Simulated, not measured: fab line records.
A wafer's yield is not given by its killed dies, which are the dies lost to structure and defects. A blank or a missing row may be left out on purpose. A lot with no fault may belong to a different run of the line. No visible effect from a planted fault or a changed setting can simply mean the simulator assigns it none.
A struck lot beside a sound one    flow gf180mcu    14 steps out of a route of 602
Sound: these wafers, L343.1, L343.4, L343.6. Struck: wafer L360.2 (left out: L360.1, L360.5 of the same lot, which were not struck); the cause appears at the end.
Per side, at each step with rows, come the tool, then ch with its chambers, and then its first start. Under that, the readings that differ: sound wafers    struck wafers    difference of the means    sigmas: that difference in standard deviations of wafers without a fault.
alike: readings with means less than 2 such deviations apart, plus words and numbers identical on both sides. not compared: withheld readings, readings lacking a value on some wafer, bounds such as >300 that could conceal the same value, and numbers that have no deviation in the record and whose values overlap.
Wherever a step has rows on one side only, a row that says differs or no value, or a row with sigmas, the two part there. Non-overlapping numbers with no deviation appear without sigmas and do not part them. A reading missing from all wafers of one side parts the sides only when that side holds two or more wafers.

first, 3 steps without rows for these wafers: GF_V2_EXPOSE_11 (exposes mask Via2, target cd 260 nm); GF_V2_PEB_12 (peb time 90 s); GF_V2_DEVELOP_13 (develop time 60 s).
GF_V2_CD_MEAS_14: the cd target is 260 nm.
  sound: cd sem-02 at day 20 18:32; struck: cd sem-02 at day 26 13:07
  alike: cd nm
GF_V2_OVL_MEAS_15:
  sound: overlay-01 at day 20 18:39; struck: overlay-02 at day 26 13:14
reading      sound  struck  difference  sigmas
V2_OVL (nm)  2 5 8  -8      -13         -2
GF_V2_ETCH_16: etches BARC in N2/H2.
  sound on rie diel-02 ch 0,1,3, day 20 18:41; struck on rie diel-04 ch 2, day 26 13:16
reading                 sound                 struck  difference  sigmas
throttle valve pct (%)  13.224 13.207 13.230  13.241  +0.021      +2
  alike: drypump motor current A, oes product au
GF_V2_ETCH_17: etches SiO2 in C4F8/O2/Ar, stops on TiN, target depth 630 nm.
  sound on rie diel-02 ch 0,1,3; struck on rie diel-04 ch 2
  alike: oes product au
GF_V2_STRIP_18: strips in O2/N2.
  sound on plasma asher-02 ch 1, day 20 18:49; struck on plasma asher-02 ch 0, day 26 13:24
  alike: drypump motor current A, heater power w, oes product au
  not compared: rf hours counter h
then, 2 steps without rows for these wafers: GF_V2_STRIP_19 (strips in post etch residue remover, time 1200 s); GF_V2_CLEAN_20 (cleans in DIW).
GF_V2_SPUTTER_21: material Ti, target thk 15 nm, time 80.02 s.
  sound: pvd sputter-04 at day 20 19:23; struck: pvd sputter-02 at day 26 13:56
  alike: throttle valve pct
GF_V2_SPUTTER_22: material TiN, target thk 10 nm, time 40 s.
  sound: pvd sputter-04 at day 20 19:26; struck: pvd sputter-02 at day 26 13:59
  alike: throttle valve pct
GF_V2_CVD_23: deposits W, target thk 350 nm, time 104.94 s.
  sound on cvd w-02 ch 0, day 20 19:29; struck on cvd w-02 ch 1, day 26 14:02
reading                           sound              struck  difference  sigmas
model.W_of_V2_CVD_23.thk nm (nm)  356.8 357.5 351.1  338.2   -16.9       
  alike: heater power w
GF_V2_RS_MEAS_24: a four-point-probe measurement.
  sound: film metro-01 at day 20 19:42; struck: film metro-03 at day 26 14:15
reading           sound              struck  difference  sigmas
V2_W_RS (ohm/sq)  0.322 0.321 0.326  0.339   +0.016      +4

## WHERE THEY PART
Earliest at GF_V2_OVL_MEAS_15; latest, in this record, at GF_V2_RS_MEAS_24.

WHY: what the simulator had put in
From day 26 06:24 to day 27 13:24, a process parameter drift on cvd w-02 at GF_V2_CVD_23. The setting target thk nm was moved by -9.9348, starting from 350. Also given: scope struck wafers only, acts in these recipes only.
